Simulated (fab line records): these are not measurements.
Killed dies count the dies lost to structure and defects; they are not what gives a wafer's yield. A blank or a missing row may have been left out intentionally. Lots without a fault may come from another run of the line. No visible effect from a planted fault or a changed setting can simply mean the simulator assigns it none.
Which of the tools did it?	flow sky130	13 lots with 39 wafers sampled at 3 steps, on a route of 708 steps

## WHAT THE GAUGES SHOWED, per wafer
SKY_SONOS_ONO_CD_MEAS_13: the cd target is 410 nm.
lot	measured	on	cd_nm (nm)
L426	day 12 05:29	cd_sem-01	407.3 407.9 408.1
L427	day 12 13:34	cd_sem-02	412.8 412.4 412.1
L430	day 15 08:40	cd_sem-02	408.8 411.4 408.5
L431	day 15 13:38	cd_sem-01	411.4 410.8 411.2
L432	day 15 20:16	cd_sem-02	409.3 409.7 410.0
L434	day 16 02:13	cd_sem-02	408.6 409.5 411.2
L433	day 16 02:31	cd_sem-01	411.7 411.9 410.9
L436	day 16 02:47	cd_sem-02	410.5 410.6 409.9
L437	day 16 08:58	cd_sem-02	409.5 405.9 407.1
L439	day 17 11:05	cd_sem-01	407.7 407.7 407.8
L446	day 19 20:20	cd_sem-01	410.6 411.1 408.7
L447	day 20 09:40	cd_sem-01	408.9 408.5 406.7
L449	day 20 14:37	cd_sem-01	410.1 409.6 408.4

SKY_POLY_GATE_CD_MEAS_13: the cd target is 150 nm.
lot	measured	on	cd_nm (nm)
L426	day 15 22:29	cd_sem-01	150.8 151.1 150.2
L427	day 16 04:06	cd_sem-01	151.5 151.9 151.6
L430	day 19 09:11	cd_sem-02	150.9 150.6 150.4
L431	day 19 11:53	cd_sem-02	149.6 150.5 149.8
L432	day 20 00:44	cd_sem-02	149.3 150.7 150.4
L434	day 20 04:21	cd_sem-02	150.2 150.3 149.7
L433	day 20 08:04	cd_sem-02	151.3 152.4 151.0
L436	day 20 08:13	cd_sem-01	149.8 150.7 149.3
L437	day 20 10:19	cd_sem-02	149.8 147.7 148.2
L439	day 21 18:46	cd_sem-02	151.9 151.7 152.2
L446	day 23 23:05	cd_sem-02	148.0 147.7 149.1
L447	day 24 14:51	cd_sem-01	148.3 149.5 149.4
L449	day 24 15:56	cd_sem-01	150.2 152.3 151.1

## EACH LOT AND THE TOOL THAT RAN IT (in order: tool; ch and the chambers of the sampled wafers; start)
lot	SKY_SONOS_ONO_ETCH_15
L426	rie_diel-04 ch 1,2,3, day 12 05:38
L427	rie_diel-02 ch 1,3, day 12 13:41
L430	rie_diel-01 ch 1,2, day 15 08:49
L431	rie_diel-04 ch 0,1,2, day 15 13:48
L432	rie_diel-02 ch 0,1, day 15 20:25
L434	rie_diel-01 ch 0,1,3, day 16 02:21
L433	rie_diel-04 ch 0,1, day 16 02:39
L436	rie_diel-01 ch 0,2,3, day 16 02:57
L437	rie_diel-04 ch 1,2,3, day 16 09:05
L439	rie_diel-01 ch 0,1,3, day 17 11:13
L446	rie_diel-04 ch 1,2, day 19 20:29
L447	rie_diel-01 ch 1,3, day 20 09:47
L449	rie_diel-02 ch 1,3, day 20 14:46
- SKY_SONOS_ONO_ETCH_15: etches the open film in CHF3/O2, target depth 19.52 nm, time 7.8 s.

## AS READ BY THE TOOLS THEMSELVES (means over the sampled wafers that have a number; for cases with no such wafer, the mark the record gives instead)
SKY_SONOS_ONO_ETCH_15.
lot	tool	chf3_flow_sccm (sccm)	drypump_motor_current_A (A)	oes_product_au (a.u.)	throttle_valve_pct (%)
L426	rie_diel-04	50.07	5.4	1.003	8.837
L427	rie_diel-02	50.07	5.4	0.990	8.820
L430	rie_diel-01	50.05	5.3	0.997	8.827
L431	rie_diel-04	50.03	5.5	1.005	8.822
L432	rie_diel-02	50.13	4.9	0.995	8.829
L434	rie_diel-01	49.94	5.6	0.998	8.820
L433	rie_diel-04	50.13	5.8	1.001	8.830
L436	rie_diel-01	50.09	5.7	0.990	8.828
L437	rie_diel-04	49.74	5.5	1.005	8.814
L439	rie_diel-01	49.89	5.7	1.000	8.826
L446	rie_diel-04	50.05	5.2	1.005	8.821
L447	rie_diel-01	49.93	5.6	0.993	8.818
L449	rie_diel-02	49.94	5.4	0.999	8.816

## THE ANSWER, worked out from the rows above alone
Rule: what is usual is taken from the lots themselves. The widest of any qualifying gaps counts: lots, ordered by their means at a reading, are off when they make up no more than a third of the lots, leave a main group of 4 or more, and stand apart from it by 3 or more times the standard deviation of that group's means. A main group is skipped when, at the precision printed for the reading in the tables above, its means are all equal. A lot without any number at a reading at which 4 lots or more have one is off too. The other lots that the step has rows for count as sound. First the gauges in route order, then the tools' own readings, where a lot's mean is used as printed above. At the first step where some lot is off, the reading lying furthest off is the one used; lots without a number count as furthest.
None of the lots is off at any reading shown; this tells nothing.

## WHAT THE SIMULATOR HAD INSERTED
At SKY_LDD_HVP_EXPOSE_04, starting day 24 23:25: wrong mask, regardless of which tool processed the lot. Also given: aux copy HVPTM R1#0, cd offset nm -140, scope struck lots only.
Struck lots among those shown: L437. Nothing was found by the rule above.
